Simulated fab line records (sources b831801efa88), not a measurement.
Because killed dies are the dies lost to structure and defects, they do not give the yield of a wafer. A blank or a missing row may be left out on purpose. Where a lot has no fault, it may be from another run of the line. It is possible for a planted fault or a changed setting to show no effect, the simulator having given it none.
Which tool was responsible? || flow sky130 || 21 wafers from 7 lots sampled at 2 of the route's 708 steps

== WHAT THE GAUGES READ, wafer by wafer ==
SKY_SONOS_ONO_THK_MEAS_03.
{"lot": "L795", "measured": "day 12 08:05", "on": "film_metro-03", "SONOS_ONO_CVD_02_THK (nm)": "10.67 10.62 10.54"}
{"lot": "L797", "measured": "day 12 16:53", "on": "film_metro-03", "SONOS_ONO_CVD_02_THK (nm)": "10.65 10.64 10.56"}
{"lot": "L800", "measured": "day 13 12:46", "on": "film_metro-03", "SONOS_ONO_CVD_02_THK (nm)": "10.62 10.56 10.55"}
{"lot": "L804", "measured": "day 14 18:55", "on": "film_metro-03", "SONOS_ONO_CVD_02_THK (nm)": "10.55 10.64 10.58"}
{"lot": "L806", "measured": "day 15 19:58", "on": "film_metro-01", "SONOS_ONO_CVD_02_THK (nm)": "15.72 15.75 15.79"}
{"lot": "L815", "measured": "day 18 17:15", "on": "film_metro-01", "SONOS_ONO_CVD_02_THK (nm)": "10.62 10.54 10.61"}
{"lot": "L817", "measured": "day 19 06:58", "on": "film_metro-03", "SONOS_ONO_CVD_02_THK (nm)": "10.50 10.56 10.59"}

== WHAT TOOL EACH LOT RAN ON (gives the tool, then ch and the chambers of the sampled wafers, and finally the start) ==
{"lot": "L795", "SKY_SONOS_ONO_CVD_02": "lpcvd-02 ch 0, day 12 07:01"}
{"lot": "L797", "SKY_SONOS_ONO_CVD_02": "lpcvd-02 ch 1, day 12 15:50"}
{"lot": "L800", "SKY_SONOS_ONO_CVD_02": "lpcvd-02 ch 1, day 13 11:43"}
{"lot": "L804", "SKY_SONOS_ONO_CVD_02": "lpcvd-02 ch 1, day 14 17:50"}
{"lot": "L806", "SKY_SONOS_ONO_CVD_02": "lpcvd-02 ch 1, day 15 18:22"}
{"lot": "L815", "SKY_SONOS_ONO_CVD_02": "lpcvd-02 ch 1, day 18 16:12"}
{"lot": "L817", "SKY_SONOS_ONO_CVD_02": "lpcvd-02 ch 1, day 19 05:22"}
- SKY_SONOS_ONO_CVD_02: deposits Si3N4 from DCS/NH3, target thk 10.5 nm, time 180 s.

== THE ANSWER, worked out from the rows above alone ==
Rule: the lots themselves supply what counts as usual. The widest of any qualifying gaps counts: lots, ordered by their means at a reading, are off when they make up no more than a third of the lots, leave a main group of 4 or more, and stand apart from it by 3 or more times the standard deviation of that group's means. Not used: any main group whose means are identical at the precision the tables above print for the reading. A lot without any number at a reading at which 4 lots or more have one is off too. The other lots that the step has rows for count as sound.
Off: L806, seen at SKY_SONOS_ONO_THK_MEAS_03 (SONOS_ONO_CVD_02_THK). For the main group the mean is 10.59 nm and the standard deviation 0.022.
If a tool, at a process step before that reading, ran all the lots that are off and no sound lot after the first of them, it fits. Those tools and the gauges at SKY_SONOS_ONO_THK_MEAS_03 are tried in the same way. No candidate that was tried fits.

== WHAT THE SIMULATOR HAD INSERTED ==
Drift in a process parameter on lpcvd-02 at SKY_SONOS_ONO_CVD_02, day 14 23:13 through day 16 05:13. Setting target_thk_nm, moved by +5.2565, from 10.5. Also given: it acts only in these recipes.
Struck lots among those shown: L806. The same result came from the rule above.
